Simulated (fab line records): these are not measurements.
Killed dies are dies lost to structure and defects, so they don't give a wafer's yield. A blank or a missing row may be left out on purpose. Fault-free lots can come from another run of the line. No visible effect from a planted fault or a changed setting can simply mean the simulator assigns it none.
Code-filled problem report in 8D (eight disciplines) form | flow sky130 | the parts of the form that need people (team, actions taken, sign-off) are left out

1. WHAT IS WRONG
Mean GATE_OXIDE_OXIDATION_00_THK at SKY_GATE_OXIDE_THK_MEAS_02: 8.89 nm over 6 wafers in 2 lots; fault-free wafers: 10.31 nm, standard deviation 0.15. Measured from the usual mean, that is -9.4 standard deviations.
Earliest sighting: wafer L560.1 on film_metro-02 at day 20 18:02. At this step, 33 wafers from 11 lots have a number in the record. By rule, "out" or "out of limits" means more than 4 standard deviations away from the usual mean. The rest of the wafers with a number are treated as sound.

2. WHAT IT IS; WHAT IT IS NOT
question                    | is                          | is not
which readings at this step | GATE_OXIDE_OXIDATION_00_THK | -
which lots                  | L560, L561                  | L539, L540, L541, L542, L543, L545, L546, L548, L549
which wafers of those lots  | all that have a number      | -
read on which gauges        | film_metro-02               | film_metro-01, film_metro-04
when                        | from day 20 18:02           | up to then (27 sound wafers)

3. THE SUSPECTS, EACH WITH WHAT RULES IT OUT
Counting: a tool stays on the suspect list if, at a process step up to the reading, it processed all lots that are out and no sound lot following the first of them.
- the gauge at SKY_GATE_OXIDE_THK_MEAS_02: ruled out. All the wafers that are out were read on film_metro-02, but those of them that SKY_GATE_OXIDE_OXIDATION_01 has rows for are out there too, on other tools.
- plasma_asher-04 at SKY_VT_ADJUST_PCH_STRIP_09 (strips in O2/N2): kept. All lots that are out passed through it, beginning with L560 at day 17 19:59, and no sound lot followed; its final sound lot before that point was L548 at day 13 12:56.
- furnace-02 at SKY_GATE_OXIDE_OXIDATION_01 (stabilise 600 s, purge 300 s, target thk 10.268 nm): kept. All lots that are out passed through it, beginning with L560 at day 20 16:38, and no sound lot followed; its final sound lot before that point was L549 at day 16 12:01. On those wafers its own readings are out: spike_tc_bottom_C, spike_tc_centre_C, spike_tc_lower_C, spike_tc_top_C, spike_tc_upper_C, tube_center_temp_C, tube_center_temp_C_max.
The count leaves furnace-02 at SKY_GATE_OXIDE_OXIDATION_01 and plasma_asher-04 at SKY_VT_ADJUST_PCH_STRIP_09.

4. THE CAUSE (what the simulator had put in)
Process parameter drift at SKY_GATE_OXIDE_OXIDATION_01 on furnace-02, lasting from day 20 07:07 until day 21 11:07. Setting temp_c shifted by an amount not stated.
Counting leaves 2 suspects; this tool is one of them.

5. SEQUENCE OF EFFECTS, ordered by route
Rows list readings where the struck wafers' mean (over those with a number) sits beyond 3 standard deviations from the usual. Only readings whose record carries a usual standard deviation are examined. hours: median over the lots of the time between each lot's start at the first step of this table that gives one and its start at this step. sigmas: the change, counted in usual standard deviations.
hours | step                        | reading                     | usual    | on struck wafers | change | sigmas
0     | SKY_GATE_OXIDE_OXIDATION_01 | spike_tc_bottom_C           | 921.4 C  | 907.8            | -13.6  | -11
0     | SKY_GATE_OXIDE_OXIDATION_01 | spike_tc_centre_C           | 899.6 C  | 886.6            | -13.0  | -14
0     | SKY_GATE_OXIDE_OXIDATION_01 | spike_tc_lower_C            | 899.3 C  | 886.0            | -13.3  | -13
0     | SKY_GATE_OXIDE_OXIDATION_01 | spike_tc_top_C              | 907.1 C  | 895.6            | -11.5  | -5.2
0     | SKY_GATE_OXIDE_OXIDATION_01 | spike_tc_upper_C            | 900.2 C  | 887.0            | -13.2  | -13
0     | SKY_GATE_OXIDE_OXIDATION_01 | tube_center_temp_C          | 900 C    | 887              | -13    | -99 or more
0     | SKY_GATE_OXIDE_OXIDATION_01 | tube_center_temp_C_max      | 902.3    | 889.2            | -13.1  | -37
1     | SKY_GATE_OXIDE_THK_MEAS_02  | GATE_OXIDE_OXIDATION_00_THK | 10.31 nm | 8.89             | -1.42  | -9.4
The process steps in it:
- SKY_GATE_OXIDE_OXIDATION_01: stabilise 600 s, purge 300 s, target thk 10.268 nm.
Later steps that measure or inspect, where all struck wafers having a row at the step show a number for every such reading and not one has moved that far: SKY_POLY_CUT_CD_MEAS_08.

6. HOW IT WOULD HAVE BEEN CAUGHT EARLIER
The first out-of-limits reading at a measuring or inspecting step in this record came at day 20 18:02, 11 hours after the fault's start at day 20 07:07.
At SKY_GATE_OXIDE_OXIDATION_01, the tool's own readings (spike_tc_bottom_C, spike_tc_centre_C, spike_tc_lower_C, spike_tc_top_C, spike_tc_upper_C, tube_center_temp_C, tube_center_temp_C_max) were out on each struck wafer the step has a row for, so an alarm limit on them would have fired on the first such wafer.
L561, from the lots that are out (2), started SKY_GATE_OXIDE_OXIDATION_01 on furnace-02 later than day 20 18:02. It would have been spared by a hold on the tool at that moment.
